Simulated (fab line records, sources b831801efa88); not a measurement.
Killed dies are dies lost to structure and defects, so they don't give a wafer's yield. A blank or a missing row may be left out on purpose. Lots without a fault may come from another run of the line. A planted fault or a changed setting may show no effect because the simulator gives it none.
fab line records | flow gf180mcu
record lots=5 wafers=15 last_day=34
route steps=602 shown M4@469 V4@476 MIM@503
lots that met no fault: from a run of the same line without faults
start_h: hours from the record's first day to the start of the lot's first wafer shown | wait_h: hours since the lot's step before | " the same as in the row above | L1.1+2: a row that stands for several wafers | - no value, or no start given | * or withheld: withheld | < > ~ a bound
route shown NAME@n: a module of which the file shows steps, and the number in the route of the first | usual: mean/standard deviation of fault-free wafers | same: alike in all rows | chamber/n: place in a boat | sites: the reading at each site | _std_site: their standard deviation | _edge_site: outer sites' mean less inner sites' | radius_mm: how far each site lies from the wafer's centre | mask NAME#n: copy n | behind: the tool/chamber that last shaped the wafer | hold: why the lot was held/for how many hours/how that ended | device: the transistor (n, p or np) that didn't switch | end of line: the same wafers' tests at the end of the route | a step without rows: its recipe alone | killed: dies lost to structure and defects at the first sort, not the wafer's yield | map: a wafer's dies, x killed, . not, _ none there
set.NAME: the setting as run; set.NAME@STEP: as run at that earlier step | model.NAME: the simulator's own value behind a step, which no gauge read
lots at some steps of the route; a table a step, a row a wafer
services: from which hour (start_h, from the record's first day; less than 0 if before it) a tool's chamber was out of use, for how many hours, and why
## steps
# step GF_M4_DEVELOP_13
# recipe develop_time_s=60 dev_temp_c=21
# same develop_time_s=60
# columns lot.wafer tool chamber start_h wait_h
L078.1+2+6 litho_track-01 0 574.97 0.2
L081.1+3+6 litho_track-03 0 601.26 0.2
L084.1+3+4 litho_track-03 0 624.81 0.2
L093.3+5+6 litho_track-01 0 687.82 0.1
L094.3+5+6 litho_track-04 0 692.40 0.1
# step GF_M4_CD_MEAS_14
# recipe target_cd_nm=280
# usual cd_nm=280.0/0.94
# columns lot.wafer tool chamber start_h wait_h cd_nm
L078.1 cd_sem-01 - 575.12 0.1 279.1
L078.2 " - " " 278.8
L078.6 " - " " 279.5
L081.1 cd_sem-02 - 601.41 0.1 279.5
L081.3 " - " " 280.1
L081.6 " - " " 279.6
L084.1 cd_sem-01 - 624.96 0.1 280.6
L084.3 " - " " 279.6
L084.4 " - " " 280.6
L093.3 cd_sem-01 - 687.96 0.1 279.6
L093.5 " - " " 280.7
L093.6 " - " " 280.2
L094.3 cd_sem-01 - 692.54 0.1 280.9
L094.5 " - " " 280.9
L094.6 " - " " 281.4
# step GF_M4_OVL_MEAS_15
# usual M4_OVL=-3/5.7
# columns lot.wafer tool chamber start_h wait_h M4_OVL[nm]
L078.1 overlay-02 - 575.24 0.1 0
L078.2 " - " " -5
L078.6 " - " " -4
L081.1 overlay-01 - 601.53 0.1 -2
L081.3 " - " " -2
L081.6 " - " " 11
L084.1 overlay-01 - 625.08 0.1 -6
L084.3 " - " " -8
L084.4 " - " " -7
L093.3 overlay-02 - 688.05 0.1 -14
L093.5 " - " " -9
L093.6 " - " " -5
L094.3 overlay-01 - 692.63 0.1 -11
L094.5 " - " " -8
L094.6 " - " " -7
# step GF_M4_METAL_ETCH_16
# recipe chemistry=Cl2/BCl3 mask_material=KrF target_depth_nm=750.8 stop_on=SiO2 pressure_mtorr=8 icp_w=800 bias_w=140 Cl2_flow_sccm=80 bcl3_flow_sccm=40 time_s=125.1
# usual drypump_motor_current_A=5.7/0.39 mfc_cl2_sccm=79.97/0.25 oes_product_au=0.991/0.006 throttle_valve_pct=28.228/0.0098
# columns lot.wafer tool chamber start_h wait_h drypump_motor_current_A mfc_cl2_sccm oes_product_au rf_hours_counter_h throttle_valve_pct
L078.1 rie_metal-03 1 575.28 0.0 6.3 80.02 0.993 14 28.232
L078.2 " 0 " " 5.7 79.86 0.983 13 28.240
L078.6 " 0 " " 5.7 79.93 0.986 - 28.211
L081.1 rie_metal-03 0 601.56 0.0 5.7 79.99 0.992 15 28.236
L081.3 " 0 " " 5.7 80.33 0.997 - 28.239
L081.6 " 0 " " 5.7 79.72 0.989 - 28.243
L084.1 rie_metal-03 1 625.11 0.0 6.3 80.11 0.989 1 28.224
L084.3 " 1 " " 6.3 80.43 0.985 - 28.228
L084.4 " 1 " " 6.3 80.22 1.000 - 28.228
L093.3 rie_metal-03 0 688.12 0.1 5.7 79.87 0.996 - 28.233
L093.5 " 1 " " 6.3 79.85 0.993 - 28.228
L093.6 " 0 " " 5.7 80.03 0.995 - 28.226
L094.3 rie_metal-04 1 692.74 0.1 5.3 80.08 0.978 - 28.234
L094.5 " 1 " " 5.3 79.83 0.985 - 28.236
L094.6 " 1 " " 5.3 80.05 0.983 - 28.229
# step GF_M4_STRIP_17
# recipe chemistry=O2/N2 power_w=1400 pressure_mtorr=1500 platen_temp_c=250 o2_flow_sccm=3000 n2_flow_sccm=300 overash_fraction=0.5
# usual drypump_motor_current_A=5.7/0.32 heater_power_w=360/22 oes_product_au=0.538/0.0057 strip_time_to_endpoint_s=7.40/0.05
# columns lot.wafer tool chamber start_h wait_h drypump_motor_current_A heater_power_w oes_product_au rf_hours_counter_h strip_time_to_endpoint_s
L078.1 plasma_asher-01 0 575.45 0.1 5.6 327 0.539 49 7.39
L078.2 " 1 " " 6.1 395 0.536 49 7.45
L078.6 " 1 " " 6.1 386 0.545 - 7.49
L081.1 plasma_asher-03 0 601.82 0.2 5.9 352 0.540 79 7.45
L081.3 " 0 " " 5.9 353 0.540 - 7.47
L081.6 " 0 " " 5.9 359 0.542 - 7.45
L084.1 plasma_asher-03 0 625.37 0.2 5.9 352 0.535 81 7.45
L084.3 " 1 " " 5.3 372 0.548 - 7.48
L084.4 " 0 " " 5.9 367 0.530 - 7.47
L093.3 plasma_asher-01 1 688.24 0.1 6.1 393 0.543 - 7.39
L093.5 " 1 " " 6.1 387 0.542 - 7.40
L093.6 " 0 " " 5.6 308 0.534 - 7.36
L094.3 plasma_asher-04 0 692.95 0.2 5.5 353 0.538 - 7.48
L094.5 " 0 " " 5.5 335 0.544 - 7.48
L094.6 " 1 " " 5.5 342 0.551 - 7.49
# step GF_M4_STRIP_18
# recipe chemistry=post_etch_residue_remover time_s=1200 temp_c=72.5
# columns lot.wafer tool chamber start_h wait_h
L078.1+2+6 wet_bench-01 2 575.55 0.1
L081.1+3+6 wet_bench-02 3 601.92 0.1
L084.1+3+4 wet_bench-02 2 625.47 0.1
L093.3+5+6 wet_bench-04 2 688.36 0.1
L094.3+5+6 wet_bench-02 2 693.01 0.0
# step GF_M4_CLEAN_19
# recipe chemistry=DIW dry=n2_spin
# columns lot.wafer tool chamber start_h wait_h
L078.1+2+6 wet_bench-04 3 575.92 0.0
L081.1+3+6 wet_bench-01 2 602.26 0.0
L084.1+3+4 wet_bench-04 1 625.81 0.0
L093.3+5+6 wet_bench-02 2 688.70 0.0
L094.3+5+6 wet_bench-04 0 693.42 0.0
# step GF_V4_CVD_00
# recipe material=SiO2 target_thk_nm=600 sigma_open_frac=0.3 temp_c=400 time_s=100 sih4_flow_sccm=60 pressure_mtorr=6
# columns lot.wafer tool chamber start_h wait_h
L078.1+2+6 hdpcvd-01 1,0,0 576.01 0.0
L081.1+3+6 hdpcvd-02 2,0,2 602.36 0.0
L084.1+3+4 hdpcvd-02 0,1,1 625.91 0.0
L093.3+5+6 hdpcvd-02 2,1,0 688.80 0.0
L094.3+5+6 hdpcvd-02 1,1,2 693.51 0.0
# step GF_V4_THK_MEAS_01
# recipe reads=SiO2_of_V4_CVD_00
# usual V4_CVD_00_THK=600/6
# columns lot.wafer tool chamber start_h wait_h V4_CVD_00_THK[nm]
L078.1 film_metro-01 - 576.09 0.0 621
L078.2 " - " " 607
L078.6 " - " " 605
L081.1 film_metro-02 - 602.44 0.0 594
L081.3 " - " " 592
L081.6 " - " " 604
L084.1 film_metro-01 - 625.99 0.0 588
L084.3 " - " " 599
L084.4 " - " " 594
L093.3 film_metro-03 - 688.89 0.1 602
L093.5 " - " " 597
L093.6 " - " " 592
L094.3 film_metro-03 - 693.60 0.1 602
L094.5 " - " " 596
L094.6 " - " " 593
# step GF_V4_CVD_02
# recipe material=SiO2 target_thk_nm=850 precursor=TEOS temp_c=400 time_s=94.851 rf_w=600
# usual heater_power_w=684/100
# columns lot.wafer tool chamber start_h wait_h heater_power_w
L078.1 pecvd-01 1 576.15 0.1 782
L078.2 " 2 " " 738
L078.6 " 2 " " 778
L081.1 pecvd-01 0 602.50 0.1 587
L081.3 " 2 " " 729
L081.6 " 2 " " 773
L084.1 pecvd-01 2 626.05 0.1 744
L084.3 " 1 " " 673
L084.4 " 2 " " 595
L093.3 pecvd-01 0 688.93 0.0 654
L093.5 " 0 " " 689
L093.6 " 1 " " 741
L094.3 pecvd-04 2 693.64 0.0 609
L094.5 " 1 " " 873
L094.6 " 0 " " 663
# step GF_V4_THK_MEAS_03
# recipe reads=SiO2_of_V4_CVD_02
# usual V4_CVD_02_THK=851/11
# columns lot.wafer tool chamber start_h wait_h V4_CVD_02_THK[nm]
L078.1 film_metro-02 - 576.22 0.0 844
L078.2 " - " " 843
L078.6 " - " " 856
L081.1 film_metro-02 - 602.56 0.0 843
L081.3 " - " " 852
L081.6 " - " " 865
L084.1 film_metro-01 - 626.11 0.0 845
L084.3 " - " " 846
L084.4 " - " " 859
L093.3 film_metro-01 - 689.02 0.1 839
L093.5 " - " " 851
L093.6 " - " " 853
L094.3 film_metro-03 - 693.73 0.1 849
L094.5 " - " " 850
L094.6 " - " " 859
# step GF_V4_CMP_04
# recipe material=SiO2 down_force_psi=4 platen_rpm=60 pad_velocity_m_s=0.94248
# usual head_pressure_psi=4.000/0.0093 motor_current_A=11.9/1.7 time_to_endpoint_s=81/5.1
# columns lot.wafer tool chamber start_h wait_h head_pressure_psi motor_current_A time_to_endpoint_s
L078.2 cmp-02 3 576.36 0.1 3.994 10.7 77
L078.1 " 0 " " 3.997 14.1 78
L078.6 " 3 " " 4.001 10.6 83
L081.3 cmp-02 2 602.67 0.1 3.984 12.0 81
L081.1 " 3 " " 3.998 10.7 80
L081.6 " 2 " " 4.001 11.6 84
L084.3 cmp-01 3 626.22 0.1 3.990 10.4 74
L084.4 " 0 " " 4.002 13.4 83
L084.1 " 1 " " 4.011 13.2 73
L093.3 cmp-02 0 689.21 0.2 4.008 14.2 77
L093.5 " 1 " " 4.010 9.1 78
L093.6 " 2 " " 3.994 11.9 79
L094.3 cmp-01 0 693.87 0.1 4.019 13.4 83
L094.5 " 2 " " 3.994 12.4 88
L094.6 " 3 " " 4.001 10.7 85
# step GF_V4_BOW_MEAS_05
# recipe mode=bow
# usual V4_BOW=138/9.3
# columns lot.wafer tool chamber start_h wait_h V4_BOW[um]
L078.1 film_metro-02 - 576.61 0.1 134
L078.2 " - " " 141
L078.6 " - " " 134
L081.1 film_metro-01 - 602.92 0.1 144
L081.3 " - " " 130
L081.6 " - " " 138
L084.1 film_metro-01 - 626.47 0.1 130
L084.3 " - " " 137
L084.4 " - " " 132
L093.3 film_metro-03 - 689.40 0.1 118
L093.5 " - " " 120
L093.6 " - " " 116
L094.3 film_metro-03 - 694.11 0.2 136
L094.5 " - " " 135
L094.6 " - " " 134
# step GF_V4_DEHYDRATE_06
# recipe temp_c=200 time_s=60
# columns lot.wafer tool chamber start_h wait_h
L078.1+2+6 litho_track-04 0 586.10 9.5
L081.1+3+6 litho_track-01 0 611.97 9.0
L084.1+3+4 litho_track-01 0 635.52 9.0
L093.3+5+6 litho_track-04 0 697.35 7.9
L094.3+5+6 litho_track-02 0 702.75 8.6
# step GF_V4_HMDS_07
# recipe prime_time_s=60 prime_temp_c=120
# columns lot.wafer tool chamber start_h wait_h
L078.1+2+6 litho_track-04 0 586.25 0.1
L081.1+3+6 litho_track-01 0 612.12 0.1
L084.1+3+4 litho_track-01 0 635.67 0.1
L093.3+5+6 litho_track-04 0 697.50 0.1
L094.3+5+6 litho_track-02 0 702.90 0.1
# step GF_V4_COAT_08
# recipe resist=BARC temp_c=withheld time_s=withheld spin_rpm=withheld resist_thk_nm=withheld
# usual dispense_pressure_kPa=54/3.9
# columns lot.wafer tool chamber start_h wait_h dispense_pressure_kPa
L078.1 litho_track-04 0 586.40 0.1 48
L078.2 " 0 " " 48
L078.6 " 0 " " 48
L081.1 litho_track-01 0 612.27 0.1 54
L081.3 " 0 " " 54
L081.6 " 0 " " 54
L084.1 litho_track-01 0 635.82 0.1 54
L084.3 " 0 " " 54
L084.4 " 0 " " 54
L093.3 litho_track-04 0 697.65 0.1 48
L093.5 " 0 " " 48
L093.6 " 0 " " 48
L094.3 litho_track-02 0 703.05 0.1 57
L094.5 " 0 " " 57
L094.6 " 0 " " 57
# step GF_V4_COAT_09
# recipe resist=KrF spin_rpm=withheld resist_thk_nm=1000
# usual dispense_pressure_kPa=54/3.9
# columns lot.wafer tool chamber start_h wait_h dispense_pressure_kPa
L078.1 litho_track-04 0 - - 48
L078.2 " 0 " " 48
L078.6 " 0 " " 48
L081.1 litho_track-01 0 - - 54
L081.3 " 0 " " 54
L081.6 " 0 " " 54
L084.1 litho_track-01 0 - - 54
L084.3 " 0 " " 54
L084.4 " 0 " " 54
L093.3 litho_track-04 0 - - 48
L093.5 " 0 " " 48
L093.6 " 0 " " 48
L094.3 litho_track-02 0 - - 57
L094.5 " 0 " " 57
L094.6 " 0 " " 57
# step GF_V4_SOFTBAKE_10
# recipe temp_c=130 time_s=60 resist=KrF
# columns lot.wafer tool chamber start_h wait_h
L078.1+2+6 litho_track-04 0 - -
L081.1+3+6 litho_track-01 0 - -
L084.1+3+4 litho_track-01 0 - -
L093.3+5+6 litho_track-04 0 - -
L094.3+5+6 litho_track-02 0 - -
# step GF_V4_EXPOSE_11
# recipe mask_id=Via4 target_cd_nm=260 na=0.68 source_shape=conventional sigma_outer=0.6 dose_mj=38.25
# columns lot.wafer tool chamber start_h wait_h mask
L078.1+2+6 krf_scanner-02 0 - - Via4#0
L081.1+3+6 krf_scanner-02 0 - - Via4#0
L084.1+3+4 krf_scanner-01 0 - - Via4#0
L093.3+5+6 krf_scanner-02 0 - - Via4#0
L094.3+5+6 krf_scanner-02 0 - - Via4#0
# step GF_V4_PEB_12
# recipe peb_temp_c=135 peb_time_s=90 resist=KrF
# columns lot.wafer tool chamber start_h wait_h
L078.1+2+6 litho_track-01 0 - -
L081.1+3+6 litho_track-02 0 - -
L084.1+3+4 litho_track-02 0 - -
L093.3+5+6 litho_track-02 0 - -
L094.3+5+6 litho_track-02 0 - -
# step GF_V4_DEVELOP_13
# recipe develop_time_s=60 resist=KrF dev_temp_c=21
# same develop_time_s=60
# columns lot.wafer tool chamber start_h wait_h
L078.1+2+6 litho_track-01 0 597.67 0.2
L081.1+3+6 litho_track-02 0 623.70 0.2
L084.1+3+4 litho_track-02 0 646.75 0.2
L093.3+5+6 litho_track-02 0 707.85 0.1
L094.3+5+6 litho_track-02 0 712.45 0.1
# step GF_V4_CD_MEAS_14
# recipe target_cd_nm=260
# usual cd_nm=260.2/1.2
# columns lot.wafer tool chamber start_h wait_h cd_nm
L078.1 cd_sem-01 - 597.82 0.1 259.7
L078.2 " - " " 260.1
L078.6 " - " " 259.9
L081.1 cd_sem-01 - 623.85 0.1 261.6
L081.3 " - " " 260.8
L081.6 " - " " 260.9
L084.1 cd_sem-01 - 646.90 0.1 259.4
L084.3 " - " " 259.3
L084.4 " - " " 260.3
L093.3 cd_sem-01 - 707.99 0.1 262.4
L093.5 " - " " 261.2
L093.6 " - " " 260.9
L094.3 cd_sem-01 - 712.59 0.1 261.4
L094.5 " - " " 260.9
L094.6 " - " " 260.4
# step GF_V4_OVL_MEAS_15
# usual V4_OVL=-1/5.6
# columns lot.wafer tool chamber start_h wait_h V4_OVL[nm]
L078.1 overlay-01 - 597.94 0.1 -1
L078.2 " - " " 5
L078.6 " - " " -1
L081.1 overlay-02 - 623.97 0.1 0
L081.3 " - " " -3
L081.6 " - " " -9
L084.1 overlay-01 - 647.02 0.1 -8
L084.3 " - " " -8
L084.4 " - " " -6
L093.3 overlay-01 - 708.08 0.1 -1
L093.5 " - " " 3
L093.6 " - " " 4
L094.3 overlay-02 - 712.68 0.1 5
L094.5 " - " " 3
L094.6 " - " " 2
# step GF_V4_ETCH_16
# recipe chemistry=N2/H2 target_depth_a=withheld overetch_a=withheld time_s=withheld target=BARC ion_energy_ev=200 source_w=500 bias_w=100 pressure_mtorr=30 n2_flow_sccm=100 h2_flow_sccm=200
# usual drypump_motor_current_A=6.0/0.47 oes_product_au=0.855/0.0048 throttle_valve_pct=13.225/0.0099
# columns lot.wafer tool chamber start_h wait_h drypump_motor_current_A oes_product_au throttle_valve_pct
L078.1 rie_diel-03 2 597.98 0.0 5.8 0.857 13.225
L078.2 " 1 " " 6.2 0.844 13.233
L078.6 " 2 " " 5.8 0.856 13.234
L081.1 rie_diel-02 2 624.00 0.0 6.6 0.867 13.211
L081.3 " 1 " " 5.3 0.856 13.201
L081.6 " 2 " " 6.6 0.862 13.235
L084.1 rie_diel-01 2 647.05 0.0 5.9 0.859 13.216
L084.3 " 3 " " 6.5 0.864 13.232
L084.4 " 1 " " 6.5 0.855 13.229
L093.3 rie_diel-01 1 708.10 0.0 6.5 0.849 13.228
L093.5 " 3 " " 6.5 0.855 13.226
L093.6 " 2 " " 5.9 0.857 13.239
L094.3 rie_diel-03 2 712.70 0.0 5.8 0.861 13.231
L094.5 " 3 " " 6.1 0.846 13.225
L094.6 " 2 " " 5.8 0.858 13.248
# step GF_V4_ETCH_17
# recipe chemistry=C4F8/O2/Ar mask_material=KrF target=SiO2 stop_on=TiN source_w=1500 bias_w=1200 pressure_mtorr=40 c4f8_flow_sccm=withheld O2_flow_sccm=6 Ar_flow_sccm=300 time_s=withheld target_depth_a=6300
# usual oes_product_au=0.856/0.004
# columns lot.wafer tool chamber start_h wait_h oes_product_au
L078.1 rie_diel-03 2 - - 0.851
L078.2 " 1 " " 0.856
L078.6 " 2 " " 0.854
L081.1 rie_diel-02 2 - - 0.858
L081.3 " 1 " " 0.857
L081.6 " 2 " " 0.861
L084.1 rie_diel-01 2 - - 0.852
L084.3 " 3 " " 0.863
L084.4 " 1 " " 0.850
L093.3 rie_diel-01 1 - - 0.857
L093.5 " 3 " " 0.860
L093.6 " 2 " " 0.864
L094.3 rie_diel-03 2 - - 0.850
L094.5 " 3 " " 0.860
L094.6 " 2 " " 0.866
# step GF_V4_STRIP_18
# recipe chemistry=O2/N2 power_w=1400 pressure_mtorr=1500 platen_temp_c=250 o2_flow_sccm=3000 n2_flow_sccm=300 overash_fraction=0.5
# usual drypump_motor_current_A=5.7/0.33 heater_power_w=338/29 oes_product_au=0.594/0.0048
# columns lot.wafer tool chamber start_h wait_h drypump_motor_current_A heater_power_w oes_product_au rf_hours_counter_h
L078.1 plasma_asher-01 1 598.11 - 6.1 402 0.581 51
L078.2 " 0 " " 5.6 331 0.595 51
L078.6 " 1 " " 6.1 397 0.588 -
L081.1 plasma_asher-04 1 624.13 - 5.5 332 0.596 99
L081.3 " 0 " " 5.5 343 0.597 -
L081.6 " 1 " " 5.5 339 0.595 -
L084.1 plasma_asher-01 1 647.18 - 6.1 388 0.582 56
L084.3 " 0 " " 5.6 326 0.594 -
L084.4 " 1 " " 6.1 391 0.599 -
L093.3 plasma_asher-04 1 708.26 - 5.5 334 0.600 -
L093.5 " 1 " " 5.4 342 0.592 -
L093.6 " 0 " " 5.5 337 0.589 -
L094.3 plasma_asher-01 1 712.86 - 6.1 404 0.585 -
L094.5 " 1 " " 6.1 388 0.595 -
L094.6 " 0 " " 5.6 318 0.595 -
# step GF_V4_STRIP_19
# recipe chemistry=post_etch_residue_remover time_s=1200 temp_c=72.5
# columns lot.wafer tool chamber start_h wait_h
L078.1+2+6 wet_bench-01 3 598.21 0.1
L081.1+3+6 wet_bench-01 0 624.23 0.1
L084.1+3+4 wet_bench-02 3 647.28 0.1
L093.3+5+6 wet_bench-03 2 708.33 0.0
L094.3+5+6 wet_bench-03 1 712.93 0.0
# step GF_V4_CLEAN_20
# recipe chemistry=DIW dry=n2_spin
# columns lot.wafer tool chamber start_h wait_h
L078.1+2+6 wet_bench-03 1 598.58 0.0
L081.1+3+6 wet_bench-02 3 624.60 0.0
L084.1+3+4 wet_bench-03 2 647.62 0.0
L093.3+5+6 wet_bench-02 0 708.67 0.0
L094.3+5+6 wet_bench-03 3 713.36 0.1
# step GF_V4_SPUTTER_21
# recipe material=Ti target_thk_nm=15 chamber_pressure_pa=5 power_w=2500 substrate_temp_c=200 time_s=80.02
# usual chamber_pressure_pa=5.001/0.0094 throttle_valve_pct=30.3/0.57
# columns lot.wafer tool chamber start_h wait_h chamber_pressure_pa throttle_valve_pct
L078.1 pvd_sputter-04 - 598.67 0.0 4.993 30.8
L078.2 " - " " 4.987 29.9
L078.6 " - " " 4.999 30.9
L081.1 pvd_sputter-01 - 624.70 0.0 5.002 29.4
L081.3 " - " " 4.999 30.5
L081.6 " - " " 5.002 29.5
L084.1 pvd_sputter-01 - 647.71 0.0 5.008 30.5
L084.3 " - " " 4.990 29.7
L084.4 " - " " 5.005 29.3
L093.3 pvd_sputter-04 - 708.86 0.0 4.980 29.8
L093.5 " - " " 4.998 30.8
L093.6 " - " " 4.990 29.6
L094.3 pvd_sputter-04 - 713.46 0.0 4.989 30.9
L094.5 " - " " 4.997 30.9
L094.6 " - " " 5.009 30.5
# step GF_V4_SPUTTER_22
# recipe material=TiN target_thk_nm=10 chamber_pressure_pa=5 power_w=4000 time_s=40
# usual chamber_pressure_pa=4.999/0.011 throttle_valve_pct=30.3/0.55
# columns lot.wafer tool chamber start_h wait_h chamber_pressure_pa throttle_valve_pct
L078.1 pvd_sputter-04 - 598.73 0.0 5.019 30.8
L078.2 " - " " 5.007 30.0
L078.6 " - " " 4.992 30.8
L081.1 pvd_sputter-01 - 624.76 0.0 5.003 29.5
L081.3 " - " " 5.018 30.4
L081.6 " - " " 5.001 29.7
L084.1 pvd_sputter-01 - 647.78 0.0 4.982 30.3
L084.3 " - " " 4.980 30.1
L084.4 " - " " 5.004 29.6
L093.3 pvd_sputter-04 - 708.92 0.0 4.997 29.8
L093.5 " - " " 5.009 30.8
L093.6 " - " " 4.994 29.9
L094.3 pvd_sputter-04 - 713.52 0.0 5.000 31.0
L094.5 " - " " 5.005 30.5
L094.6 " - " " 4.995 30.6
# step GF_V4_CVD_23
# recipe material=W target_thk_nm=350 time_s=104.9 temp_c=400 pressure_torr=40
# usual heater_power_w=901/78
# columns lot.wafer tool chamber start_h wait_h heater_power_w
L078.1 cvd_w-01 1 598.85 0.1 785
L078.2 " 0 " " 976
L078.6 " 0 " " 968
L081.1 cvd_w-01 0 624.80 0.0 953
L081.3 " 1 " " 782
L081.6 " 1 " " 819
L084.1 cvd_w-02 1 647.81 0.0 870
L084.3 " 0 " " 974
L084.4 " 1 " " 906
L093.3 cvd_w-02 1 708.99 0.1 885
L093.5 " 0 " " 966
L093.6 " 1 " " 877
L094.3 cvd_w-02 0 713.59 0.1 975
L094.5 " 0 " " 1001
L094.6 " 1 " " 879
# step GF_V4_RS_MEAS_24
# recipe thk_meas_gauge=four-point-probe reads=W_of_V4_CVD_23+TiN_of_V4_SPUTTER_22+Ti_of_V4_SPUTTER_21
# usual V4_W_RS=0.326/0.0034
# columns lot.wafer tool chamber start_h wait_h V4_W_RS[ohm/sq]
L078.1 film_metro-01 - 598.97 0.1 0.329
L078.2 " - " " 0.331
L078.6 " - " " 0.326
L081.1 film_metro-02 - 624.91 0.1 0.328
L081.3 " - " " 0.329
L081.6 " - " " 0.326
L084.1 film_metro-02 - 647.93 0.1 0.327
L084.3 " - " " 0.328
L084.4 " - " " 0.325
L093.3 film_metro-01 - 709.11 0.1 0.318
L093.5 " - " " 0.324
L093.6 " - " " 0.320
L094.3 film_metro-03 - 713.71 0.1 0.320
L094.5 " - " " 0.324
L094.6 " - " " 0.323
# step GF_V4_THK_MEAS_25
# recipe thk_meas_gauge=xrf reads=W_of_V4_CVD_23
# usual V4_W_THK=352/5.3
# columns lot.wafer tool chamber start_h wait_h V4_W_THK[nm]
L078.1 film_metro-01 - 599.09 0.1 353
L078.2 " - " " 352
L078.6 " - " " 355
L081.1 film_metro-02 - 625.03 0.1 351
L081.3 " - " " 348
L081.6 " - " " 350
L084.1 film_metro-02 - 648.05 0.1 354
L084.3 " - " " 349
L084.4 " - " " 354
L093.3 film_metro-01 - 709.21 0.1 357
L093.5 " - " " 351
L093.6 " - " " 357
L094.3 film_metro-03 - 713.81 0.1 362
L094.5 " - " " 356
L094.6 " - " " 356
# step GF_V4_CMP_26
# recipe stop_on=SiO2 down_force_psi=3.5 platen_rpm=60 t_overpolish_s=15 target_thk_nm=0 pad_velocity_m_s=0.94248
# usual head_pressure_psi=3.500/0.0072 motor_current_A=11.1/1.5 overpolish_run_s=14.999/0.008 time_to_endpoint_s=85/3.7
# same t_overpolish_s=15
# columns lot.wafer tool chamber start_h wait_h head_pressure_psi motor_current_A overpolish_run_s time_to_endpoint_s
L078.2 cmp-01 2 599.15 0.0 3.500 11.1 14.997 84
L078.1 " 0 " " 3.508 12.3 15.009 81
L078.6 " 3 " " 3.492 9.9 14.994 78
L081.3 cmp-01 1 625.14 0.1 3.498 12.0 15.007 81
L081.1 " 2 " " 3.491 11.8 14.989 90
L081.6 " 1 " " 3.487 12.2 14.993 81
L084.3 cmp-01 1 648.11 0.0 3.504 12.1 14.994 81
L084.4 " 2 " " 3.491 11.7 14.995 88
L084.1 " 3 " " 3.502 9.5 15.009 79
L093.3 cmp-01 3 709.40 0.2 3.497 10.0 15.006 89
L093.6 " 0 " " 3.507 11.4 15.000 90
L093.5 " 1 " " 3.503 12.1 14.992 83
L094.3 cmp-01 3 713.92 0.1 3.501 9.6 14.982 83
L094.5 " 3 " " 3.500 9.7 14.993 86
L094.6 " 0 " " 3.485 11.6 14.999 84
# step GF_MIM_SPUTTER_00
# recipe material=Ti target_thk_nm=37.5 arriving_ion_energy_ev=80 substrate_temp_c=200 chamber_pressure_pa=2 power_w=4000 time_s=150
# usual chamber_pressure_pa=2.000/0.0039 throttle_valve_pct=30.3/0.72
# columns lot.wafer tool chamber start_h wait_h chamber_pressure_pa throttle_valve_pct
L078.1 pvd_sputter-03 - 599.45 0.1 2.003 29.3
L078.2 " - " " 2.005 30.3
L078.6 " - " " 2.005 30.3
L081.1 pvd_sputter-01 - 625.39 0.1 1.999 31.1
L081.3 " - " " 1.997 30.0
L081.6 " - " " 1.999 29.4
L084.1 pvd_sputter-02 - 648.41 0.1 1.993 30.0
L084.3 " - " " 1.999 30.6
L084.4 " - " " 1.992 29.8
L093.3 pvd_sputter-01 - 709.55 0.1 2.006 31.0
L093.5 " - " " 1.999 29.6
L093.6 " - " " 1.997 30.1
L094.3 pvd_sputter-01 - 714.22 0.2 1.997 29.5
L094.5 " - " " 2.004 30.5
L094.6 " - " " 1.993 29.7
# step GF_MIM_SPUTTER_01
# recipe material=TiN target_thk_nm=30 power_w=6500 time_s=25 chamber_pressure_pa=0.4
# usual chamber_pressure_pa=0.3999/0.00076 throttle_valve_pct=30.3/0.71
# columns lot.wafer tool chamber start_h wait_h chamber_pressure_pa throttle_valve_pct
L078.1 pvd_sputter-03 - 599.55 0.1 0.3989 29.5
L078.2 " - " " 0.3989 30.2
L078.6 " - " " 0.3993 30.3
L081.1 pvd_sputter-01 - 625.49 0.1 0.4001 30.9
L081.3 " - " " 0.4002 30.2
L081.6 " - " " 0.3997 29.3
L084.1 pvd_sputter-02 - 648.51 0.1 0.4001 30.0
L084.3 " - " " 0.3995 30.7
L084.4 " - " " 0.3997 29.8
L093.3 pvd_sputter-01 - 709.65 0.1 0.3961 30.9
L093.5 " - " " 0.4005 29.6
L093.6 " - " " 0.4008 29.9
L094.3 pvd_sputter-01 - 714.32 0.1 0.4004 29.8
L094.5 " - " " 0.3995 30.3
L094.6 " - " " 0.3997 29.5
# step GF_MIM_SPUTTER_02
# recipe material=AlCu target_thk_nm=450 power_w=10600 time_s=23.9 chamber_pressure_pa=0.4
# usual chamber_pressure_pa=0.4001/0.00078 throttle_valve_pct=30.3/0.7
# columns lot.wafer tool chamber start_h wait_h chamber_pressure_pa throttle_valve_pct
L078.1 pvd_sputter-03 - 599.58 0.0 0.4008 29.4
L078.2 " - " " 0.4010 30.4
L078.6 " - " " 0.3994 30.4
L081.1 pvd_sputter-01 - 625.52 0.0 0.3997 31.0
L081.3 " - " " 0.4001 30.2
L081.6 " - " " 0.3998 29.6
L084.1 pvd_sputter-02 - 648.54 0.0 0.3995 29.9
L084.3 " - " " 0.4002 30.6
L084.4 " - " " 0.3991 30.0
L093.3 pvd_sputter-01 - 709.68 0.0 0.3987 31.1
L093.5 " - " " 0.3988 29.7
L093.6 " - " " 0.3991 30.3
L094.3 pvd_sputter-01 - 714.36 0.0 0.3992 29.4
L094.5 " - " " 0.4031 30.2
L094.6 " - " " 0.4006 29.7
## services
# columns tool chamber start_h hours kind
pvd_sputter-04 - 569.34 0.9 repair
cmp-01 - 571.26 1.3 repair
rie_diel-01 - 571.99 5.2 repair
cmp-01 - 572.59 4.0 pm
krf_scanner-02 - 577.07 0.2 repair
cvd_w-02 - 578.01 65.6 repair
wet_bench-01 - 591.03 0.5 repair
pvd_sputter-02 - 592.48 2.3 repair
rie_diel-03 0 605.16 2.4 repair
cmp-01 - 613.92 3.5 pm
pvd_sputter-04 - 621.17 19.5 repair
krf_scanner-02 - 626.78 1.3 pm
cmp-02 - 629.34 1.5 repair
pecvd-01 1 630.12 23.4 repair
krf_scanner-02 - 633.27 0.8 pm
pvd_sputter-03 - 638.76 1.8 repair
krf_scanner-02 - 640.62 1.0 pm
plasma_asher-01 - 645.07 1.0 repair
rie_diel-01 1 654.25 7.8 repair
wet_bench-03 - 679.78 1.7 repair
krf_scanner-02 - 688.01 0.4 repair
pecvd-01 - 690.96 1.5 repair
wet_bench-01 - 712.33 4.4 pm
krf_scanner-02 - 713.70 16.6 repair
## key
fault none
